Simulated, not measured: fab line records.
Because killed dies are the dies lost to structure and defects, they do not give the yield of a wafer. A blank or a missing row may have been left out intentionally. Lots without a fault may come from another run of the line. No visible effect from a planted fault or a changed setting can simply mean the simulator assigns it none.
fab line records -- flow gf180mcu
record lots=24, wafers=72, last_day=34
route steps=602 shown STI@31 SALICIDE@281 V1@358 M3@409 M4@458
lots untouched by any fault: they come from a run of this same line in which no faults occurred
start_h: hours from the record's first day to the start of the lot's first wafer shown -- wait_h: time in hours since the lot's previous step -- " same as the row above -- L1.1+2: several wafers, shown together as one row -- - value missing, or start not given -- * or withheld: withheld -- < > ~ a bound
route shown NAME@n: a module of which the file shows steps, and the number in the route of the first -- usual: mean/standard deviation of fault-free wafers -- same: alike in all rows -- chamber/n: place in a boat -- sites: readings site by site -- _std_site: how widely they spread, as a standard deviation -- _edge_site: the outer-site mean with the inner-site mean subtracted -- radius_mm: how far each site lies from the wafer's centre -- mask NAME#n: copy n -- behind: tool/chamber where the wafer was last shaped -- hold: what put the lot on hold/how long, in hours/how the hold closed -- device: which transistor (n, p or np) failed to switch -- end of line: the tests these same wafers got at the end of their route -- a step with no rows: only its recipe -- killed: dies lost to structure and defects at the first sort, not the wafer's yield -- map: dies across one wafer; x = killed, . = not, _ = none there
set.NAME: the run value of the setting; set.NAME@STEP: its run value at that earlier step -- model.NAME: the simulator's own value behind a step, which no gauge read
a sample of lots followed through the steps of the route, with each step as a table and each wafer as a row
services: a tool's chamber out of use, with start hour (start_h, from the record's first day; less than 0 if before it), hours out, and reason
## steps
# step GF_STI_THK_MEAS_30
# recipe reads=SiO2_of_STI_OXIDATION_29
# usual STI_OXIDATION_02_THK=9.99/0.18
lot.wafer,tool,chamber,start_h,wait_h,STI_OXIDATION_02_THK[nm]
L074.1,film_metro-02,-,29.74,0.0,9.85
L074.4,film_metro-02,-,29.74,0.0,9.64
L074.6,film_metro-02,-,29.74,0.0,9.78
L075.1,film_metro-02,-,35.94,0.0,9.67
L075.5,film_metro-02,-,35.94,0.0,9.71
L075.6,film_metro-02,-,35.94,0.0,9.79
L076.1,film_metro-03,-,40.69,0.0,9.89
L076.4,film_metro-03,-,40.69,0.0,9.87
L076.5,film_metro-03,-,40.69,0.0,9.77
L077.1,film_metro-01,-,45.13,0.0,9.99
L077.3,film_metro-01,-,45.13,0.0,9.89
L077.4,film_metro-01,-,45.13,0.0,9.86
L078.1,film_metro-01,-,50.71,0.0,9.95
L078.5,film_metro-01,-,50.71,0.0,9.83
L078.6,film_metro-01,-,50.71,0.0,9.88
L079.2,film_metro-02,-,56.16,0.0,9.87
L079.5,film_metro-02,-,56.16,0.0,9.96
L079.6,film_metro-02,-,56.16,0.0,9.77
L080.1,film_metro-03,-,60.84,0.0,10.16
L080.5,film_metro-03,-,60.84,0.0,10.09
L080.6,film_metro-03,-,60.84,0.0,10.06
L081.2,film_metro-03,-,66.14,0.0,9.94
L081.4,film_metro-03,-,66.14,0.0,9.94
L081.5,film_metro-03,-,66.14,0.0,10.05
L082.4,film_metro-01,-,71.28,0.0,10.06
L082.5,film_metro-01,-,71.28,0.0,10.00
L082.6,film_metro-01,-,71.28,0.0,10.10
L083.2,film_metro-01,-,78.28,0.0,9.98
L083.3,film_metro-01,-,78.28,0.0,10.06
L083.6,film_metro-01,-,78.28,0.0,10.36
L084.3,film_metro-03,-,81.00,0.0,10.28
L084.4,film_metro-03,-,81.00,0.0,10.05
L084.6,film_metro-03,-,81.00,0.0,10.35
L085.3,film_metro-03,-,86.51,0.0,10.00
L085.4,film_metro-03,-,86.51,0.0,9.79
L085.5,film_metro-03,-,86.51,0.0,9.73
L086.1,film_metro-01,-,93.24,0.0,10.07
L086.3,film_metro-01,-,93.24,0.0,10.07
L086.4,film_metro-01,-,93.24,0.0,9.83
L087.1,film_metro-02,-,96.47,0.0,9.78
L087.3,film_metro-02,-,96.47,0.0,9.66
L087.4,film_metro-02,-,96.47,0.0,9.94
L088.2,film_metro-02,-,102.92,0.0,9.57
L088.4,film_metro-02,-,102.92,0.0,9.74
L088.6,film_metro-02,-,102.92,0.0,9.65
L089.1,film_metro-01,-,107.96,0.0,9.98
L089.4,film_metro-01,-,107.96,0.0,10.10
L089.6,film_metro-01,-,107.96,0.0,10.09
L090.2,film_metro-02,-,112.57,0.0,10.01
L090.4,film_metro-02,-,112.57,0.0,9.73
L090.5,film_metro-02,-,112.57,0.0,10.06
L091.1,film_metro-03,-,119.12,0.0,10.36
L091.3,film_metro-03,-,119.12,0.0,10.22
L091.5,film_metro-03,-,119.12,0.0,10.27
L092.2,film_metro-02,-,122.27,0.0,10.04
L092.3,film_metro-02,-,122.27,0.0,10.04
L092.5,film_metro-02,-,122.27,0.0,10.05
L093.1,film_metro-01,-,128.57,0.0,10.28
L093.2,film_metro-01,-,128.57,0.0,10.08
L093.4,film_metro-01,-,128.57,0.0,10.11
L094.2,film_metro-03,-,135.57,0.0,10.19
L094.3,film_metro-03,-,135.57,0.0,9.99
L094.4,film_metro-03,-,135.57,0.0,10.27
L095.1,film_metro-03,-,139.58,0.0,10.15
L095.3,film_metro-03,-,139.58,0.0,10.12
L095.6,film_metro-03,-,139.58,0.0,10.33
L096.2,film_metro-02,-,143.57,0.0,10.10
L096.3,film_metro-02,-,143.57,0.0,10.06
L096.4,film_metro-02,-,143.57,0.0,9.98
L097.1,film_metro-02,-,147.84,0.0,9.87
L097.2,film_metro-02,-,147.84,0.0,9.78
L097.5,film_metro-02,-,147.84,0.0,9.85
# step GF_SALICIDE_SPUTTER_03
# recipe material=TiN, target_thk_nm=20, power_w=6500, time_s=16.7, chamber_pressure_pa=0.4
# usual throttle_valve_pct=30.2/0.98
lot.wafer,tool,chamber,start_h,wait_h,throttle_valve_pct
L074.1,pvd_sputter-03,-,336.20,0.0,30.2
L074.4,pvd_sputter-03,-,336.20,0.0,28.2
L074.6,pvd_sputter-03,-,336.20,0.0,30.3
L075.1,pvd_sputter-02,-,346.72,0.0,31.4
L075.5,pvd_sputter-02,-,346.72,0.0,30.1
L075.6,pvd_sputter-02,-,346.72,0.0,29.5
L076.1,pvd_sputter-03,-,354.79,0.0,28.1
L076.4,pvd_sputter-03,-,354.79,0.0,29.8
L076.5,pvd_sputter-03,-,354.79,0.0,30.3
L077.1,pvd_sputter-03,-,363.20,0.0,30.3
L077.3,pvd_sputter-03,-,363.20,0.0,30.1
L077.4,pvd_sputter-03,-,363.20,0.0,29.5
L078.1,pvd_sputter-02,-,371.75,0.0,30.4
L078.5,pvd_sputter-02,-,371.75,0.0,31.3
L078.6,pvd_sputter-02,-,371.75,0.0,30.2
L079.2,pvd_sputter-03,-,382.92,0.0,30.1
L079.5,pvd_sputter-03,-,382.92,0.0,29.8
L079.6,pvd_sputter-03,-,382.92,0.0,30.2
L080.1,pvd_sputter-02,-,390.82,0.0,30.1
L080.5,pvd_sputter-02,-,390.82,0.0,30.4
L080.6,pvd_sputter-02,-,390.82,0.0,31.6
L081.2,pvd_sputter-02,-,401.10,0.0,29.6
L081.4,pvd_sputter-02,-,401.10,0.0,31.4
L081.5,pvd_sputter-02,-,401.10,0.0,29.2
L082.4,pvd_sputter-02,-,410.75,0.0,30.6
L082.5,pvd_sputter-02,-,410.75,0.0,30.6
L082.6,pvd_sputter-02,-,410.75,0.0,31.4
L083.2,pvd_sputter-04,-,422.26,0.0,28.5
L083.3,pvd_sputter-04,-,422.26,0.0,30.6
L083.6,pvd_sputter-04,-,422.26,0.0,30.7
L084.3,pvd_sputter-03,-,426.16,0.0,30.0
L084.4,pvd_sputter-03,-,426.16,0.0,30.2
L084.6,pvd_sputter-03,-,426.16,0.0,29.7
L085.3,pvd_sputter-02,-,433.76,0.0,29.2
L085.4,pvd_sputter-02,-,433.76,0.0,31.2
L085.5,pvd_sputter-02,-,433.76,0.0,30.3
L086.1,pvd_sputter-04,-,446.20,0.0,31.3
L086.3,pvd_sputter-04,-,446.20,0.0,30.6
L086.4,pvd_sputter-04,-,446.20,0.0,28.6
L087.1,pvd_sputter-04,-,453.66,0.0,31.4
L087.3,pvd_sputter-04,-,453.66,0.0,31.0
L087.4,pvd_sputter-04,-,453.66,0.0,28.5
L088.2,pvd_sputter-04,-,462.01,0.0,30.7
L088.4,pvd_sputter-04,-,462.01,0.0,28.4
L088.6,pvd_sputter-04,-,462.01,0.0,31.3
L089.1,pvd_sputter-02,-,472.65,0.0,30.6
L089.4,pvd_sputter-02,-,472.65,0.0,29.2
L089.6,pvd_sputter-02,-,472.65,0.0,29.2
L090.2,pvd_sputter-04,-,478.36,0.0,28.4
L090.4,pvd_sputter-04,-,478.36,0.0,31.3
L090.5,pvd_sputter-04,-,478.36,0.0,31.3
L091.1,pvd_sputter-03,-,489.79,0.0,28.4
L091.3,pvd_sputter-03,-,489.79,0.0,30.1
L091.5,pvd_sputter-03,-,489.79,0.0,30.2
L092.2,pvd_sputter-02,-,494.65,0.0,31.3
L092.3,pvd_sputter-02,-,494.65,0.0,30.5
L092.5,pvd_sputter-02,-,494.65,0.0,30.8
L093.1,pvd_sputter-02,-,505.09,0.0,31.1
L093.2,pvd_sputter-02,-,505.09,0.0,29.3
L093.4,pvd_sputter-02,-,505.09,0.0,30.9
L094.2,pvd_sputter-02,-,512.76,0.0,29.2
L094.3,pvd_sputter-02,-,512.76,0.0,31.4
L094.4,pvd_sputter-02,-,512.76,0.0,31.0
L095.1,pvd_sputter-04,-,518.62,0.0,31.4
L095.3,pvd_sputter-04,-,518.62,0.0,28.4
L095.6,pvd_sputter-04,-,518.62,0.0,28.4
L096.2,pvd_sputter-04,-,528.86,0.0,30.8
L096.3,pvd_sputter-04,-,528.86,0.0,28.6
L096.4,pvd_sputter-04,-,528.86,0.0,31.3
L097.1,pvd_sputter-02,-,535.31,0.0,29.5
L097.2,pvd_sputter-02,-,535.31,0.0,31.6
L097.5,pvd_sputter-02,-,535.31,0.0,31.1
# step GF_V1_CVD_23
# recipe material=W, target_thk_nm=350, time_s=105.05, temp_c=400, pressure_torr=40
# usual heater_power_w=868/110
lot.wafer,tool,chamber,start_h,wait_h,heater_power_w,since_wet_clean_h
L074.1,cvd_w-01,0,409.00,0.0,731,5
L074.4,cvd_w-01,0,409.00,0.0,717,-
L074.6,cvd_w-01,1,409.00,0.0,849,-
L075.1,cvd_w-02,0,420.21,0.0,864,516
L075.5,cvd_w-02,0,420.21,0.0,872,-
L075.6,cvd_w-02,1,420.21,0.0,1032,-
L076.1,cvd_w-02,0,428.54,0.0,877,525
L076.4,cvd_w-02,0,428.54,0.0,834,-
L076.5,cvd_w-02,0,428.54,0.0,862,-
L077.1,cvd_w-02,1,438.17,0.0,1036,534
L077.3,cvd_w-02,1,438.17,0.0,1057,-
L077.4,cvd_w-02,0,438.17,0.0,865,-
L078.1,cvd_w-02,0,446.91,0.0,868,543
L078.5,cvd_w-02,1,446.91,0.0,1013,-
L078.6,cvd_w-02,0,446.91,0.0,866,-
L079.2,cvd_w-01,1,457.11,0.0,834,53
L079.5,cvd_w-01,0,457.11,0.0,741,-
L079.6,cvd_w-01,1,457.11,0.0,850,-
L080.1,cvd_w-01,0,466.86,0.0,725,63
L080.5,cvd_w-01,1,466.86,0.0,861,-
L080.6,cvd_w-01,0,466.86,0.0,729,-
L081.2,cvd_w-01,1,477.69,0.0,852,74
L081.4,cvd_w-01,1,477.69,0.0,860,-
L081.5,cvd_w-01,0,477.69,0.0,736,-
L082.4,cvd_w-02,0,486.59,0.1,846,-
L082.5,cvd_w-02,0,486.59,0.1,839,-
L082.6,cvd_w-02,1,486.59,0.1,1039,-
L083.2,cvd_w-02,0,497.62,0.0,848,594
L083.3,cvd_w-02,1,497.62,0.0,1033,-
L083.6,cvd_w-02,0,497.62,0.0,843,-
L084.3,cvd_w-01,0,503.23,0.1,741,-
L084.4,cvd_w-01,1,503.23,0.1,837,-
L084.6,cvd_w-01,0,503.23,0.1,746,-
L085.3,cvd_w-01,0,510.78,0.1,729,-
L085.4,cvd_w-01,1,510.78,0.1,836,-
L085.5,cvd_w-01,0,510.78,0.1,735,-
L086.1,cvd_w-01,1,522.09,0.0,851,118
L086.3,cvd_w-01,0,522.09,0.0,732,-
L086.4,cvd_w-01,1,522.09,0.0,869,-
L087.1,cvd_w-01,1,529.60,0.0,867,126
L087.3,cvd_w-01,1,529.60,0.0,863,-
L087.4,cvd_w-01,0,529.60,0.0,761,-
L088.2,cvd_w-01,0,537.35,0.0,737,133
L088.4,cvd_w-01,1,537.35,0.0,889,-
L088.6,cvd_w-01,1,537.35,0.0,858,-
L089.1,cvd_w-02,0,546.89,0.0,858,643
L089.4,cvd_w-02,1,546.89,0.0,1074,-
L089.6,cvd_w-02,0,546.89,0.0,847,-
L090.2,cvd_w-02,1,552.82,0.0,1057,649
L090.4,cvd_w-02,1,552.82,0.0,1038,-
L090.5,cvd_w-02,0,552.82,0.0,880,-
L091.1,cvd_w-02,0,563.59,0.0,833,660
L091.3,cvd_w-02,0,563.59,0.0,866,-
L091.5,cvd_w-02,1,563.59,0.0,1038,-
L092.2,cvd_w-02,0,568.89,0.0,854,665
L092.3,cvd_w-02,0,568.89,0.0,847,-
L092.5,cvd_w-02,0,568.89,0.0,864,-
L093.1,cvd_w-01,0,577.39,0.0,736,173
L093.2,cvd_w-01,1,577.39,0.0,861,173
L093.4,cvd_w-01,0,577.39,0.0,723,-
L094.2,cvd_w-01,1,585.40,0.0,885,181
L094.3,cvd_w-01,0,585.40,0.0,729,-
L094.4,cvd_w-01,1,585.40,0.0,871,-
L095.1,cvd_w-01,1,589.46,0.0,867,185
L095.3,cvd_w-01,0,589.46,0.0,730,-
L095.6,cvd_w-01,0,589.46,0.0,751,-
L096.2,cvd_w-01,1,599.76,0.0,899,196
L096.3,cvd_w-01,1,599.76,0.0,852,-
L096.4,cvd_w-01,0,599.76,0.0,751,-
L097.1,cvd_w-02,1,606.10,0.0,1070,702
L097.2,cvd_w-02,0,606.10,0.0,848,702
L097.5,cvd_w-02,1,606.10,0.0,1081,-
# step GF_M3_SPUTTER_00
# recipe material=Ti, target_thk_nm=37.5, arriving_ion_energy_ev=80, substrate_temp_c=200, chamber_pressure_pa=2, power_w=4000, time_s=150
# usual throttle_valve_pct=30.4/0.99
lot.wafer,tool,chamber,start_h,wait_h,throttle_valve_pct
L074.1,pvd_sputter-04,-,460.72,0.2,31.5
L074.4,pvd_sputter-04,-,460.72,0.2,28.4
L074.6,pvd_sputter-04,-,460.72,0.2,30.8
L075.1,pvd_sputter-03,-,472.00,0.1,30.0
L075.5,pvd_sputter-03,-,472.00,0.1,30.1
L075.6,pvd_sputter-03,-,472.00,0.1,29.7
L076.1,pvd_sputter-04,-,481.01,0.1,28.4
L076.4,pvd_sputter-04,-,481.01,0.1,31.4
L076.5,pvd_sputter-04,-,481.01,0.1,30.9
L077.1,pvd_sputter-01,-,490.17,0.1,30.7
L077.3,pvd_sputter-01,-,490.17,0.1,30.1
L077.4,pvd_sputter-01,-,490.17,0.1,30.9
L078.1,pvd_sputter-01,-,498.13,0.2,30.7
L078.5,pvd_sputter-01,-,498.13,0.2,30.4
L078.6,pvd_sputter-01,-,498.13,0.2,30.9
L079.2,pvd_sputter-04,-,509.35,0.2,31.2
L079.5,pvd_sputter-04,-,509.35,0.2,28.4
L079.6,pvd_sputter-04,-,509.35,0.2,31.5
L080.1,pvd_sputter-03,-,517.54,0.1,30.0
L080.5,pvd_sputter-03,-,517.54,0.1,30.0
L080.6,pvd_sputter-03,-,517.54,0.1,30.6
L081.2,pvd_sputter-03,-,528.23,0.1,29.7
L081.4,pvd_sputter-03,-,528.23,0.1,28.1
L081.5,pvd_sputter-03,-,528.23,0.1,28.2
L082.4,pvd_sputter-03,-,536.00,0.2,27.7
L082.5,pvd_sputter-03,-,536.00,0.2,30.3
L082.6,pvd_sputter-03,-,536.00,0.2,30.1
L083.2,pvd_sputter-01,-,547.40,0.2,31.0
L083.3,pvd_sputter-01,-,547.40,0.2,30.9
L083.6,pvd_sputter-01,-,547.40,0.2,31.0
L084.3,pvd_sputter-04,-,552.92,0.2,31.3
L084.4,pvd_sputter-04,-,552.92,0.2,28.5
L084.6,pvd_sputter-04,-,552.92,0.2,31.4
L085.3,pvd_sputter-01,-,558.76,0.2,30.8
L085.4,pvd_sputter-01,-,558.76,0.2,30.0
L085.5,pvd_sputter-01,-,558.76,0.2,30.1
L086.1,pvd_sputter-03,-,570.32,0.2,29.8
L086.3,pvd_sputter-03,-,570.32,0.2,28.0
L086.4,pvd_sputter-03,-,570.32,0.2,30.3
L087.1,pvd_sputter-04,-,578.53,0.2,28.6
L087.3,pvd_sputter-04,-,578.53,0.2,31.3
L087.4,pvd_sputter-04,-,578.53,0.2,31.5
L088.2,pvd_sputter-01,-,585.07,0.2,30.7
L088.4,pvd_sputter-01,-,585.07,0.2,30.8
L088.6,pvd_sputter-01,-,585.07,0.2,31.0
L089.1,pvd_sputter-04,-,594.16,0.1,31.1
L089.4,pvd_sputter-04,-,594.16,0.1,30.8
L089.6,pvd_sputter-04,-,594.16,0.1,28.6
L090.2,pvd_sputter-01,-,599.96,0.2,31.2
L090.4,pvd_sputter-01,-,599.96,0.2,30.9
L090.5,pvd_sputter-01,-,599.96,0.2,29.9
L091.1,pvd_sputter-01,-,609.46,0.1,31.5
L091.3,pvd_sputter-01,-,609.46,0.1,30.9
L091.5,pvd_sputter-01,-,609.46,0.1,30.9
L092.2,pvd_sputter-01,-,615.58,0.1,30.9
L092.3,pvd_sputter-01,-,615.58,0.1,31.1
L092.5,pvd_sputter-01,-,615.58,0.1,31.1
L093.1,pvd_sputter-04,-,622.90,0.1,28.5
L093.2,pvd_sputter-04,-,622.90,0.1,31.3
L093.4,pvd_sputter-04,-,622.90,0.1,31.2
L094.2,pvd_sputter-04,-,630.85,0.2,28.3
L094.3,pvd_sputter-04,-,630.85,0.2,31.3
L094.4,pvd_sputter-04,-,630.85,0.2,30.9
L095.1,pvd_sputter-04,-,633.33,0.2,31.3
L095.3,pvd_sputter-04,-,633.33,0.2,31.4
L095.6,pvd_sputter-04,-,633.33,0.2,28.5
L096.2,pvd_sputter-04,-,644.53,0.1,31.3
L096.3,pvd_sputter-04,-,644.53,0.1,30.9
L096.4,pvd_sputter-04,-,644.53,0.1,30.7
L097.1,pvd_sputter-04,-,650.43,0.2,31.4
L097.2,pvd_sputter-04,-,650.43,0.2,31.3
L097.5,pvd_sputter-04,-,650.43,0.2,30.8
# step GF_M4_SPUTTER_02
# recipe material=AlCu, target_thk_nm=450, power_w=10600, time_s=23.9, chamber_pressure_pa=0.4
# usual throttle_valve_pct=30.3/1
lot.wafer,tool,chamber,start_h,wait_h,throttle_valve_pct
L074.1,pvd_sputter-04,-,511.18,0.0,31.4
L074.4,pvd_sputter-04,-,511.18,0.0,31.2
L074.6,pvd_sputter-04,-,511.18,0.0,28.5
L075.1,pvd_sputter-04,-,522.19,0.0,31.4
L075.5,pvd_sputter-04,-,522.19,0.0,28.5
L075.6,pvd_sputter-04,-,522.19,0.0,30.8
L076.1,pvd_sputter-03,-,531.21,0.0,29.4
L076.4,pvd_sputter-03,-,531.21,0.0,28.0
L076.5,pvd_sputter-03,-,531.21,0.0,30.1
L077.1,pvd_sputter-03,-,540.16,0.0,27.7
L077.3,pvd_sputter-03,-,540.16,0.0,30.0
L077.4,pvd_sputter-03,-,540.16,0.0,30.4
L078.1,pvd_sputter-03,-,547.83,0.0,29.8
L078.5,pvd_sputter-03,-,547.83,0.0,27.9
L078.6,pvd_sputter-03,-,547.83,0.0,29.9
L079.2,pvd_sputter-03,-,557.97,0.0,27.8
L079.5,pvd_sputter-03,-,557.97,0.0,29.9
L079.6,pvd_sputter-03,-,557.97,0.0,30.2
L080.1,pvd_sputter-04,-,565.42,0.0,31.4
L080.5,pvd_sputter-04,-,565.42,0.0,31.3
L080.6,pvd_sputter-04,-,565.42,0.0,28.5
L081.2,pvd_sputter-04,-,576.00,0.0,28.6
L081.4,pvd_sputter-04,-,576.00,0.0,30.5
L081.5,pvd_sputter-04,-,576.00,0.0,31.4
L082.4,pvd_sputter-04,-,582.62,0.0,31.5
L082.5,pvd_sputter-04,-,582.62,0.0,28.6
L082.6,pvd_sputter-04,-,582.62,0.0,31.1
L083.2,pvd_sputter-04,-,593.65,0.0,31.3
L083.3,pvd_sputter-04,-,593.65,0.0,28.5
L083.6,pvd_sputter-04,-,593.65,0.0,31.2
L084.3,pvd_sputter-04,-,599.48,0.0,28.9
L084.4,pvd_sputter-04,-,599.48,0.0,31.2
L084.6,pvd_sputter-04,-,599.48,0.0,28.5
L085.3,pvd_sputter-02,-,605.51,0.0,29.2
L085.4,pvd_sputter-02,-,605.51,0.0,31.4
L085.5,pvd_sputter-02,-,605.51,0.0,30.6
L086.1,pvd_sputter-02,-,616.49,0.0,29.6
L086.3,pvd_sputter-02,-,616.49,0.0,31.3
L086.4,pvd_sputter-02,-,616.49,0.0,30.8
L087.1,pvd_sputter-02,-,624.38,0.0,30.7
L087.3,pvd_sputter-02,-,624.38,0.0,29.2
L087.4,pvd_sputter-02,-,624.38,0.0,30.2
L088.2,pvd_sputter-02,-,630.63,0.0,29.5
L088.4,pvd_sputter-02,-,630.63,0.0,30.3
L088.6,pvd_sputter-02,-,630.63,0.0,29.3
L089.1,pvd_sputter-02,-,639.57,0.0,30.3
L089.4,pvd_sputter-02,-,639.57,0.0,31.4
L089.6,pvd_sputter-02,-,639.57,0.0,31.4
L090.2,pvd_sputter-04,-,644.18,0.0,31.4
L090.4,pvd_sputter-04,-,644.18,0.0,31.4
L090.5,pvd_sputter-04,-,644.18,0.0,31.2
L091.1,pvd_sputter-04,-,653.18,0.0,31.4
L091.3,pvd_sputter-04,-,653.18,0.0,31.3
L091.5,pvd_sputter-04,-,653.18,0.0,31.2
L092.2,pvd_sputter-02,-,659.09,0.0,30.3
L092.3,pvd_sputter-02,-,659.09,0.0,29.3
L092.5,pvd_sputter-02,-,659.09,0.0,31.4
L093.1,pvd_sputter-02,-,665.31,0.0,30.2
L093.2,pvd_sputter-02,-,665.31,0.0,29.2
L093.4,pvd_sputter-02,-,665.31,0.0,30.6
L094.2,pvd_sputter-04,-,674.19,0.0,31.2
L094.3,pvd_sputter-04,-,674.19,0.0,31.3
L094.4,pvd_sputter-04,-,674.19,0.0,28.8
L095.1,pvd_sputter-02,-,674.70,0.0,30.0
L095.3,pvd_sputter-02,-,674.70,0.0,31.6
L095.6,pvd_sputter-02,-,674.70,0.0,29.4
L096.2,pvd_sputter-02,-,686.90,0.0,31.5
L096.3,pvd_sputter-02,-,686.90,0.0,30.1
L096.4,pvd_sputter-02,-,686.90,0.0,29.3
L097.1,pvd_sputter-04,-,692.11,0.0,28.4
L097.2,pvd_sputter-04,-,692.11,0.0,30.8
L097.5,pvd_sputter-04,-,692.11,0.0,31.4
# step GF_M4_RS_MEAS_05
# recipe thk_meas_gauge=four-point-probe, reads=TiN_of_M4_SPUTTER_04+Ti_of_M4_SPUTTER_03+AlCu_of_M4_SPUTTER_02+TiN_of_M4_SPUTTER_01+Ti_of_M4_SPUTTER_00
# usual M4_ALCU_RS=0.0696/0.00076
lot.wafer,tool,chamber,start_h,wait_h,M4_ALCU_RS[ohm/sq]
L074.1,film_metro-02,-,511.27,0.0,0.0686
L074.4,film_metro-02,-,511.27,0.0,0.0688
L074.6,film_metro-02,-,511.27,0.0,0.0696
L075.1,film_metro-03,-,522.28,0.0,0.0691
L075.5,film_metro-03,-,522.28,0.0,0.0693
L075.6,film_metro-03,-,522.28,0.0,0.0697
L076.1,film_metro-02,-,531.30,0.0,0.0691
L076.4,film_metro-02,-,531.30,0.0,0.0694
L076.5,film_metro-02,-,531.30,0.0,0.0694
L077.1,film_metro-02,-,540.25,0.0,0.0705
L077.3,film_metro-02,-,540.25,0.0,0.0701
L077.4,film_metro-02,-,540.25,0.0,0.0701
L078.1,film_metro-03,-,547.92,0.0,0.0701
L078.5,film_metro-03,-,547.92,0.0,0.0696
L078.6,film_metro-03,-,547.92,0.0,0.0701
L079.2,film_metro-02,-,558.08,0.0,0.0713
L079.5,film_metro-02,-,558.08,0.0,0.0718
L079.6,film_metro-02,-,558.08,0.0,0.0716
L080.1,film_metro-02,-,565.51,0.0,0.0697
L080.5,film_metro-02,-,565.51,0.0,0.0690
L080.6,film_metro-02,-,565.51,0.0,0.0695
L081.2,film_metro-04,-,576.11,0.0,0.0701
L081.4,film_metro-04,-,576.11,0.0,0.0703
L081.5,film_metro-04,-,576.11,0.0,0.0701
L082.4,film_metro-02,-,582.77,0.1,0.0704
L082.5,film_metro-02,-,582.77,0.1,0.0697
L082.6,film_metro-02,-,582.77,0.1,0.0696
L083.2,film_metro-02,-,593.76,0.0,0.0692
L083.3,film_metro-02,-,593.76,0.0,0.0690
L083.6,film_metro-02,-,593.76,0.0,0.0695
L084.3,film_metro-02,-,599.61,0.1,0.0693
L084.4,film_metro-02,-,599.61,0.1,0.0689
L084.6,film_metro-02,-,599.61,0.1,0.0692
L085.3,film_metro-04,-,605.64,0.1,0.0709
L085.4,film_metro-04,-,605.64,0.1,0.0701
L085.5,film_metro-04,-,605.64,0.1,0.0695
L086.1,film_metro-02,-,616.58,0.0,0.0704
L086.3,film_metro-02,-,616.58,0.0,0.0696
L086.4,film_metro-02,-,616.58,0.0,0.0698
L087.1,film_metro-02,-,624.47,0.0,0.0690
L087.3,film_metro-02,-,624.47,0.0,0.0698
L087.4,film_metro-02,-,624.47,0.0,0.0690
L088.2,film_metro-04,-,630.74,0.0,0.0697
L088.4,film_metro-04,-,630.74,0.0,0.0697
L088.6,film_metro-04,-,630.74,0.0,0.0700
L089.1,film_metro-03,-,639.66,0.0,0.0681
L089.4,film_metro-03,-,639.66,0.0,0.0682
L089.6,film_metro-03,-,639.66,0.0,0.0681
L090.2,film_metro-04,-,644.29,0.0,0.0687
L090.4,film_metro-04,-,644.29,0.0,0.0689
L090.5,film_metro-04,-,644.29,0.0,0.0692
L091.1,film_metro-02,-,653.27,0.0,0.0675
L091.3,film_metro-02,-,653.27,0.0,0.0688
L091.5,film_metro-02,-,653.27,0.0,0.0680
L092.2,film_metro-02,-,659.20,0.0,0.0687
L092.3,film_metro-02,-,659.20,0.0,0.0696
L092.5,film_metro-02,-,659.20,0.0,0.0686
L093.1,film_metro-03,-,665.40,0.0,0.0708
L093.2,film_metro-03,-,665.40,0.0,0.0710
L093.4,film_metro-03,-,665.40,0.0,0.0708
L094.2,film_metro-04,-,674.30,0.0,0.0694
L094.3,film_metro-04,-,674.30,0.0,0.0703
L094.4,film_metro-04,-,674.30,0.0,0.0701
L095.1,film_metro-02,-,674.79,0.0,0.0684
L095.3,film_metro-02,-,674.79,0.0,0.0689
L095.6,film_metro-02,-,674.79,0.0,0.0694
L096.2,film_metro-04,-,687.01,0.0,0.0693
L096.3,film_metro-04,-,687.01,0.0,0.0695
L096.4,film_metro-04,-,687.01,0.0,0.0701
L097.1,film_metro-04,-,692.20,0.0,0.0691
L097.2,film_metro-04,-,692.20,0.0,0.0690
L097.5,film_metro-04,-,692.20,0.0,0.0687
## services
tool,chamber,start_h,hours,kind
pvd_sputter-02,-,312.23,3.2,repair
cvd_w-02,1,314.43,6.8,repair
pvd_sputter-04,2,324.35,-,consumable_replace:kit
pvd_sputter-04,2,324.35,18.0,scheduled_down
pvd_sputter-02,-,328.55,4.1,repair
cvd_w-01,-,339.61,6.0,pm
cvd_w-01,-,390.00,14.0,pm
pvd_sputter-03,-,415.81,3.2,repair
cvd_w-02,-,420.89,1.5,repair
cvd_w-02,0,461.37,10.4,repair
cvd_w-02,-,514.50,14.6,pm
cvd_w-02,-,548.40,0.8,repair
cvd_w-01,1,562.21,2.7,repair
pvd_sputter-03,-,573.68,3.8,repair
pvd_sputter-03,-,574.17,4.4,repair
pvd_sputter-04,-,582.85,8.4,repair
pvd_sputter-03,-,593.28,105.8,repair
pvd_sputter-01,-,593.74,5.9,repair
pvd_sputter-01,-,618.58,2.3,repair
cvd_w-02,-,640.02,1.4,repair
cvd_w-02,-,657.31,2.8,pm
cvd_w-01,0,661.25,24.1,repair
cvd_w-01,-,675.26,2.8,pm
cvd_w-02,-,677.58,0.7,repair
## key
fault none
